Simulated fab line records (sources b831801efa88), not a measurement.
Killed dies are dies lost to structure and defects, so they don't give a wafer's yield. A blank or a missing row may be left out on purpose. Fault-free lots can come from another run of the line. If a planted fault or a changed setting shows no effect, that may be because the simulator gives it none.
Which tool did it?    flow sky130    42 wafers from 14 lots sampled at 7 of the route's 708 steps

WHAT THE GAUGES READ, wafer by wafer
SKY_LDD_HVP_TW_MEAS_10.
lot   measured      on            LDD_HVP_TW
L530  day 21 06:14  filmMetro-04  456.7 459.2 459.7
L532  day 22 00:05  filmMetro-03  451.9 450.2 453.0
L533  day 23 02:37  filmMetro-04  455.3 455.2 455.8
L534  day 23 04:59  filmMetro-03  455.0 454.7 455.9
L535  day 23 09:31  filmMetro-03  454.7 454.0 454.7
L536  day 23 20:15  filmMetro-03  452.7 453.8 453.6
L539  day 25 08:49  filmMetro-03  452.8 451.5 454.4
L538  day 25 09:44  filmMetro-02  457.9 458.7 458.6
L546  day 27 09:23  filmMetro-03  452.5 448.7 449.5
L548  day 27 19:56  filmMetro-02  456.8 454.4 457.1
L547  day 27 21:43  filmMetro-03  454.9 452.7 451.7
L549  day 28 12:04  filmMetro-03  456.0 452.2 452.9
L550  day 28 12:54  filmMetro-03  452.9 453.6 453.4
L553  day 29 12:49  filmMetro-03  459.4 457.9 458.5

SKY_LDD_LDN_TW_MEAS_13.
lot   measured      on            LDD_LDN_TW
L530  day 22 14:00  filmMetro-03  1465 1457 1465
L532  day 23 07:13  filmMetro-03  1468 1467 1467
L533  day 24 09:03  filmMetro-02  1474 1481 1474
L534  day 24 11:16  filmMetro-02  1473 1480 1482
L535  day 24 15:36  filmMetro-03  1465 1464 1463
L536  day 25 02:54  filmMetro-01  1484 1472 1478
L539  day 26 14:26  filmMetro-01  1477 1479 1488
L538  day 26 15:59  filmMetro-02  1480 1479 1477
L546  day 28 14:35  filmMetro-03  1475 1469 1465
L548  day 29 00:44  filmMetro-01  1481 1479 1476
L547  day 29 03:00  filmMetro-03  1483 1486 1482
L549  day 29 16:20  filmMetro-02  1473 1472 1482
L550  day 29 18:09  filmMetro-02  1474 1474 1478
L553  day 30 16:12  filmMetro-03  1478 1470 1472

SKY_SD_N_CD_MEAS_07 targets a cd of 380 nm.
lot   measured      on        cdNm (nm)
L530  day 27 14:01  cdSem-02  380.6 380.1 379.2
L532  day 28 07:20  cdSem-01  380.6 382.1 383.9
L533  day 29 05:43  cdSem-02  379.2 380.0 381.2
L534  day 29 07:06  cdSem-01  375.8 378.0 377.7
L535  day 29 11:55  cdSem-01  384.7 382.9 384.3
L536  day 29 20:19  cdSem-01  383.1 379.6 381.2
L539  day 31 10:32  cdSem-02  378.7 375.8 378.9
L538  day 31 10:26  cdSem-02  379.6 381.0 380.2
L546  day 33 13:16  cdSem-01  381.3 383.6 377.0
L548  day 33 15:46  cdSem-01  - 378.8 379.5
L547  day 33 18:52  cdSem-01  381.3 - 383.9
L549  day 34 07:28  cdSem-01  382.3 380.1 383.6
L550  day 34 09:22  cdSem-01  378.2 377.2 380.3
L553  day 35 05:10  cdSem-01  381.1 381.5 382.2

SKY_SD_N_OVL_MEAS_08.
lot   measured      on          SD_N_OVL (nm)
L530  day 27 14:08  overlay-01  2.1 2.1 2.0
L532  day 28 07:27  overlay-01  1.8 3.6 2.3
L533  day 29 05:50  overlay-02  0.0 0.9 1.8
L534  day 29 07:11  overlay-02  1.1 0.3 0.7
L535  day 29 12:02  overlay-02  0.9 1.7 1.7
L536  day 29 20:25  overlay-02  -1.4 -1.5 -1.3
L539  day 31 10:39  overlay-01  -1.0 -0.2 -1.4
L538  day 31 10:32  overlay-02  3.0 1.8 2.3
L546  day 33 13:22  overlay-01  -1.9 1.6 0.3
L548  day 33 15:52  overlay-02  - 1.4 1.7
L547  day 33 18:59  overlay-02  0.3 - 2.3
L549  day 34 07:35  overlay-02  2.9 4.6 2.4
L550  day 34 09:28  overlay-01  2.6 2.8 1.4
L553  day 35 05:17  overlay-02  0.8 2.6 -0.2

WHAT TOOL EACH LOT RAN ON (gives the tool, then ch and the chambers of the sampled wafers, and finally the start)
lot   SKY_POLY_CUT_ETCH_10               SKY_POLY_CUT_ETCH_11               SKY_RES_XHIGH_STRIP_08
L530  rieDiel-02 ch 0,1,3, day 23 21:43  rieDiel-02 ch 0,1,3, day 23 21:46  plasmaAsher-02 ch 0,1, day 26 09:20
L532  rieDiel-02 ch 1,3, day 24 16:16    rieDiel-02 ch 1,3, day 24 16:19    plasmaAsher-02 ch 0,1, day 27 02:14
L533  rieDiel-03 ch 0,1,3, day 25 16:01  rieDiel-03 ch 0,1,3, day 25 16:04  plasmaAsher-04 ch 0,1, day 28 02:08
L534  rieDiel-01 ch 0,2,3, day 25 17:52  rieDiel-01 ch 0,2,3, day 25 17:55  plasmaAsher-02 ch 0,1, day 28 03:59
L535  rieDiel-03 ch 0,1,2, day 25 22:41  rieDiel-03 ch 0,1,2, day 25 22:43  plasmaAsher-02 ch 0,1, day 28 08:05
L536  rieDiel-01 ch 0,1,3, day 26 08:29  rieDiel-01 ch 0,1,3, day 26 08:31  plasmaAsher-04 ch 0,1, day 28 17:14
L539  rieDiel-02 ch 0,2, day 27 22:53    rieDiel-02 ch 0,2, day 27 22:55    plasmaAsher-04 ch 0,1, day 30 07:26
L538  rieDiel-03 ch 1,2,3, day 27 22:32  rieDiel-03 ch 1,2,3, day 27 22:34  plasmaAsher-02 ch 0,1, day 30 07:07
L546  rieDiel-03 ch 0,1, day 30 03:55    rieDiel-03 ch 0,1, day 30 03:58    plasmaAsher-03 ch 0,1, day 32 10:38
L548  rieDiel-01 ch 0,3, day 30 06:50    rieDiel-01 ch 0,3, day 30 06:52    plasmaAsher-02 ch 0,1, day 32 12:47
L547  rieDiel-01 ch 0,3, day 30 09:52    rieDiel-01 ch 0,3, day 30 09:55    plasmaAsher-03 ch 0,1, day 32 16:20
L549  rieDiel-03 ch 0,1,2, day 30 22:47  rieDiel-03 ch 0,1,2, day 30 22:49  plasmaAsher-03 ch 0,1, day 33 04:59
L550  rieDiel-03 ch 0,1,3, day 31 00:26  rieDiel-03 ch 0,1,3, day 31 00:29  plasmaAsher-03 ch 0,1, day 33 06:43
L553  rieDiel-03 ch 0,2,3, day 31 21:53  rieDiel-03 ch 0,2,3, day 31 21:55  plasmaAsher-02 ch 0,1, day 34 02:34
- SKY_POLY_CUT_ETCH_10: etches BARC in N2/H2, stops on SiO2, time 45.9 s, target depth 60 nm.
- SKY_POLY_CUT_ETCH_11: etches Si3N4 in CF4/CH2F2/Ar, stops on poly-Si, time 42.5 s, target depth 60 nm.
- SKY_RES_XHIGH_STRIP_08: strips in O2/N2.

AS READ BY THE TOOLS THEMSELVES (means over the sampled wafers that have a number; for cases with no such wafer, the mark the record gives instead)
SKY_POLY_CUT_ETCH_10.
lot   tool        drypumpMotorCurrentA (A)  oesProductAu (a.u.)  throttleValvePct (%)
L530  rieDiel-02  5.5                       0.852                13.221
L532  rieDiel-02  5.8                       0.852                13.222
L533  rieDiel-03  5.5                       0.849                13.232
L534  rieDiel-01  5.9                       0.853                13.225
L535  rieDiel-03  5.7                       0.853                13.225
L536  rieDiel-01  5.7                       0.861                13.214
L539  rieDiel-02  5.4                       0.851                13.221
L538  rieDiel-03  5.7                       0.852                13.229
L546  rieDiel-03  5.5                       0.855                13.237
L548  rieDiel-01  6.0                       0.810                13.229
L547  rieDiel-01  5.8                       0.809                13.222
L549  rieDiel-03  5.7                       0.859                13.223
L550  rieDiel-03  5.5                       0.855                13.229
L553  rieDiel-03  5.5                       0.856                13.225

SKY_POLY_CUT_ETCH_11.
lot   tool        ch2f2FlowSccm (sccm)  drypumpMotorCurrentA (A)  mfcArSccm (sccm)  oesProductAu (a.u.)  throttleValvePct (%)
L530  rieDiel-02  20.06                 5.4                       150.0             0.834                15.005
L532  rieDiel-02  19.98                 5.7                       149.8             0.835                14.996
L533  rieDiel-03  20.03                 5.5                       149.8             0.830                14.998
L534  rieDiel-01  19.98                 5.8                       149.9             0.834                15.000
L535  rieDiel-03  20.05                 5.7                       149.9             0.824                14.992
L536  rieDiel-01  20.06                 5.7                       150.3             0.826                14.994
L539  rieDiel-02  19.98                 5.4                       150.3             0.833                14.997
L538  rieDiel-03  19.96                 5.7                       149.7             0.821                14.998
L546  rieDiel-03  20.04                 5.5                       150.0             0.832                14.998
L548  rieDiel-01  20.00                 6.0                       149.8             0.682                14.974
L547  rieDiel-01  20.05                 5.8                       149.9             0.675                14.990
L549  rieDiel-03  20.05                 5.7                       150.5             0.830                14.991
L550  rieDiel-03  19.94                 5.5                       149.9             0.831                15.002
L553  rieDiel-03  20.00                 5.5                       149.9             0.829                14.998

SKY_RES_XHIGH_STRIP_08.
lot   tool            drypumpMotorCurrentA (A)  oesProductAu (a.u.)  stripTimeToEndpointS (s)
L530  plasmaAsher-02  5.9                       0.713                14.27
L532  plasmaAsher-02  6.1                       0.711                14.31
L533  plasmaAsher-04  4.8                       0.710                14.32
L534  plasmaAsher-02  6.1                       0.713                14.29
L535  plasmaAsher-02  5.9                       0.714                14.31
L536  plasmaAsher-04  4.9                       0.711                14.30
L539  plasmaAsher-04  4.8                       0.712                14.21
L538  plasmaAsher-02  5.9                       0.705                14.32
L546  plasmaAsher-03  5.3                       0.708                14.24
L548  plasmaAsher-02  6.1                       0.715                14.27
L547  plasmaAsher-03  5.3                       0.712                14.23
L549  plasmaAsher-03  5.7                       0.708                14.29
L550  plasmaAsher-03  5.4                       0.716                14.26
L553  plasmaAsher-02  6.1                       0.714                14.23

THE ANSWER, worked out from the rows above alone
Rule: usual is defined by the lots themselves. The widest of any qualifying gaps counts: lots, ordered by their means at a reading, are off when they make up no more than a third of the lots, leave a main group of 4 or more, and stand apart from it by 3 or more times the standard deviation of that group's means. The tables above print the reading to a certain number of digits; a main group whose means all agree to those digits is not used. A lot without any number at a reading at which 4 lots or more have one is off too. The other lots that the step has rows for count as sound. First the gauges in route order, then the tools' own readings, where a lot's mean is used as printed above. The first step at which some lot is off is used, and at that step the reading that is off furthest; a lot without a number counts as furthest.
Off: L548, L547, at SKY_POLY_CUT_ETCH_10 (oesProductAu). Main group: mean 0.854 a.u., sd 0.0033.
A tool fits if, at that step or a process step before it, it ran every lot that is off, and no sound lot after the first of them. One fits: SKY_POLY_CUT_ETCH_10 on rieDiel-01. A fault onset in the window from L536 (day 26 08:29, its last sound lot) to L548 (day 30 06:50, its first lot off) fits.
The tool's own readings at SKY_POLY_CUT_ETCH_10 bear it out: on the lots that are off they differ by more than 5 times the standard deviation of the sound lots' means. oesProductAu reads 0.810 a.u. there against 0.854 a.u. on the sound lots.

WHAT THE SIMULATOR HAD INSERTED
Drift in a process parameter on rieDiel-01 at SKY_POLY_CUT_ETCH_10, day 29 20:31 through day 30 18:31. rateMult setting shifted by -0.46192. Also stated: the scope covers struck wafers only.
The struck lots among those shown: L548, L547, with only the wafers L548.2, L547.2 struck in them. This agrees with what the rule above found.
